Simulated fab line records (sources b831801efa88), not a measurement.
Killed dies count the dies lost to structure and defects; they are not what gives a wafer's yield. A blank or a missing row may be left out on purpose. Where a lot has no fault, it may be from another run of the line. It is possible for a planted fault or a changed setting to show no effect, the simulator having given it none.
Split-lot experiment    flow sfqLine    23 wafers read from 5 lots, route of 325 steps

ON THE SPLIT
At SFQ_TRILAYER_M5_LITHO_COAT_123 (resist thk 600 nm), the setting resistThkNm was moved away from the recipe's 600 nm on 6 of the 23 wafers read, by -5.9% to +4.9%. All remaining wafers had this setting at the recipe value.

FROM THE SPLIT TO THE READING: what the file shows between them, 4 steps
- SFQ_TRILAYER_M5_LITHO_SOFTBAKE_127
- SFQ_TRILAYER_M5_LITHO_EXPOSE_124: exposes mask M5, target cd 700 nm
- SFQ_TRILAYER_M5_LITHO_DEVELOP_125: time 60 s
- SFQ_TRILAYER_M5_BARC_OPEN_METAL_ETCH_161: etches BARC in O2, target depth 125 nm, time 41.7 s

THE READING
KrF_of_TRILAYER_M5_LITHO_COAT_123.thkNm (the simulator's own value, which no gauge read), in nm, at SFQ_TRILAYER_M5_ETCH_METAL_ETCH_126 (etches Nb in Cl2/BCl3, stops on SiO2, time 203.2 s, target depth 265 nm). The file gives no usual value for it. Across the 17 wafers here that went through the recipe, the average is 372.3 nm and the standard deviation 8.7 nm.

wafer   tool, chamber at the split  resistThkNm as run, nm  against the recipe  KrF_of_TRILAYER_M5_LITHO_COAT_123.thkNm, nm  against lot-mates on the recipe
L077.1  lithoTrack-01, 0            600                     recipe              358.3                                        -
L077.2  lithoTrack-01, 0            564.7                   -5.9%               322.9                                        -43.7
L077.3  lithoTrack-01, 0            564.7                   -5.9%               333.4                                        -33.2
L077.4  lithoTrack-01, 0            600                     recipe              371.3                                        -
L077.5  lithoTrack-01, 0            600                     recipe              370.1                                        -
L078.1  lithoTrack-04, 0            600                     recipe              369.3                                        -
L078.2  lithoTrack-04, 0            573.3                   -4.5%               323.1                                        -39.9
L078.3  lithoTrack-04, 0            600                     recipe              369.5                                        -
L078.4  lithoTrack-04, 0            600                     recipe              350.1                                        -
L078.6  lithoTrack-04, 0            573.3                   -4.5%               326.7                                        -36.3
L079.1  lithoTrack-01, 0            600                     recipe              369.9                                        -
L079.2  lithoTrack-01, 0            629.5                   +4.9%               398.1                                        +19.2
L079.3  lithoTrack-01, 0            629.5                   +4.9%               412.6                                        +33.7
L079.4  lithoTrack-01, 0            600                     recipe              382.4                                        -
L079.6  lithoTrack-01, 0            600                     recipe              384.5                                        -
L081.1  lithoTrack-01, 0            600                     recipe              372.7                                        -
L081.2  lithoTrack-01, 0            600                     recipe              372.1                                        -
L081.4  lithoTrack-01, 0            600                     recipe              384.7                                        -
L081.5  lithoTrack-01, 0            600                     recipe              384.6                                        -
L081.6  lithoTrack-01, 0            600                     recipe              370.2                                        -
L085.3  lithoTrack-04, 0            600                     recipe              373                                          -
L085.4  lithoTrack-04, 0            600                     recipe              374.1                                        -
L085.6  lithoTrack-04, 0            600                     recipe              372.2                                        -

FIT RESULTS
A straight line over all 23 wafers: KrF_of_TRILAYER_M5_LITHO_COAT_123.thkNm changes by +7.96 nm for each +1% of resistThkNm; r = +0.92; the points scatter about the line by 9.2 nm.
The same after taking each lot's own level away (the mean of its wafers on the recipe; 23 wafers): +6.6 nm for each +1%; r = +0.93; scatter 7 nm.
On that fit, the largest move of resistThkNm shifts the reading by 39 nm.
The lots' own levels span 362.97 to 378.93 nm, that is 1.8 times the standard deviation above.
In other words, the slope is changed by the lot-to-lot level; the two fits disagree.
Check: -39 nm against its lot-mates is what the line predicts for one of the wafers moved furthest among these (-5.9%) when that wafer is left out of the fit. It came out at -43.7 nm against them.

THE WHOLE CHAIN: every reading that the file lists as answering this split, in the file's order
step                                      what it does                                                             reading                                                                                   change (the file's fit)               r (the file's)
SFQ_TRILAYER_M5_LITHO_COAT_123            resist thk 600 nm                                                        KrF_of_TRILAYER_M5_LITHO_COAT_123.thkNm (the simulator's own value, which no gauge read)  +5.85 nm for each +1% of the setting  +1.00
SFQ_TRILAYER_M5_BARC_OPEN_METAL_ETCH_161  etches BARC in O2, target depth 125 nm, time 41.7 s                      KrF_of_TRILAYER_M5_LITHO_COAT_123.thkNm (the simulator's own value, which no gauge read)  +5.86 nm for each +1% of the setting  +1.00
SFQ_TRILAYER_M5_ETCH_METAL_ETCH_126       etches Nb in Cl2/BCl3, stops on SiO2, time 203.2 s, target depth 265 nm  KrF_of_TRILAYER_M5_LITHO_COAT_123.thkNm (the simulator's own value, which no gauge read)  +6.68 nm for each +1% of the setting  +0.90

FILE'S OWN FIT
KrF_of_TRILAYER_M5_LITHO_COAT_123.thkNm changes by +6.68 nm for each +1% of resistThkNm, r = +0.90.
